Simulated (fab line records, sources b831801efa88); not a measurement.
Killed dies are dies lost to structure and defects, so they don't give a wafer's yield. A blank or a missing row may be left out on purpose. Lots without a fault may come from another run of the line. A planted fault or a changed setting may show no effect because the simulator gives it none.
A struck lot beside a sound one | flow sky130 | 14 steps out of a route of 708
Sound: wafers L675.2, L675.4, L675.6. Struck: wafers L666.1, L666.5, L666.6. The cause comes at the end.
At each step with rows: each side's tool, then ch and its chambers, then its first start. Under that, the readings that differ: sound wafers | struck wafers | difference of the means | sigmas: that difference in standard deviations of wafers without a fault.
alike: readings whose means differ by less than 2 such deviations, and words and numbers that are the same on both sides. not compared: withheld readings, readings that some wafer has no value for, bounds like >300 that may hide the same value, and numbers for which the record gives no deviation and whose values overlap.
The two part at a step that has a row with sigmas, a row that says differs or no value, or rows on one side only. Numbers that don't overlap but have no deviation are shown without sigmas and don't part them. A reading that every wafer of one side lacks parts them only if that side has two wafers or more.

first, 2 steps without rows for these wafers: SKY_METAL2_CLEAN_23 (cleans in O3/DIW); SKY_VIA2_HDPCVD_00 (deposits SiO2, target thk 1180 nm, time 196.7 s).
SKY_VIA2_THK_MEAS_01:
  sound on film_metro-04, day 41 10:53; struck on film_metro-01, day 38 22:36
  alike: VIA2_HDPCVD_THK
SKY_VIA2_CMP_02: polishes SiO2.
  sound on cmp-02 ch 1,2, day 41 11:07; struck on cmp-01 ch 0,1,3, day 38 22:49
  alike: motor_current_A, retaining_ring_pressure_frac
SKY_VIA2_BOW_MEAS_03:
  sound on film_metro-04, day 41 11:23; struck on film_metro-03, day 38 22:58
  reading       | sound    | struck    | difference | sigmas
  VIA2_BOW (um) | 79 80 79 | 98 101 91 | +17        | +2
then, 7 steps without rows for these wafers: SKY_VIA2_DEHYDRATE_04 (time 60 s); SKY_VIA2_HMDS_05 (prime time 60 s); SKY_VIA2_COAT_06 (resist thk 60 nm); SKY_VIA2_COAT_07 (resist thk 450 nm); SKY_VIA2_SOFTBAKE_08 (time 90 s); SKY_VIA2_EXPOSE_09 (exposes mask VIM2, target cd 200 nm); SKY_VIA2_PEB_10.
SKY_VIA2_DEVELOP_11: develop time 60 s.
  sound on litho_track-03 ch 0, day 42 10:00; struck on litho_track-03, day 39 23:00
  no value came back on the struck wafers for chill_plate_temp_C (C), develop_time_s (s); on the sound wafers chill_plate_temp_C (C) reads 22.93 23.08 23.12
  reading                                     | sound             | struck          | difference | sigmas
  model.KrF-thick_of_VIA2_COAT_07.thk_nm (nm) | 433.7 435.5 433.6 | 450 451.9 451.4 | +17        |
SKY_VIA2_CD_MEAS_12: target cd 200 nm.
  sound on cd_sem-01, day 42 10:56; struck on cd_sem-02, day 39 23:34
  reading    | sound             | struck | difference                    | sigmas
  cd_nm (nm) | 199.5 198.8 200.5 | - - -  | no value on the struck wafers |

WHERE THEY PART
First at SKY_VIA2_BOW_MEAS_03; last, within this record, at SKY_VIA2_CD_MEAS_12.

WHY: what the simulator had put in
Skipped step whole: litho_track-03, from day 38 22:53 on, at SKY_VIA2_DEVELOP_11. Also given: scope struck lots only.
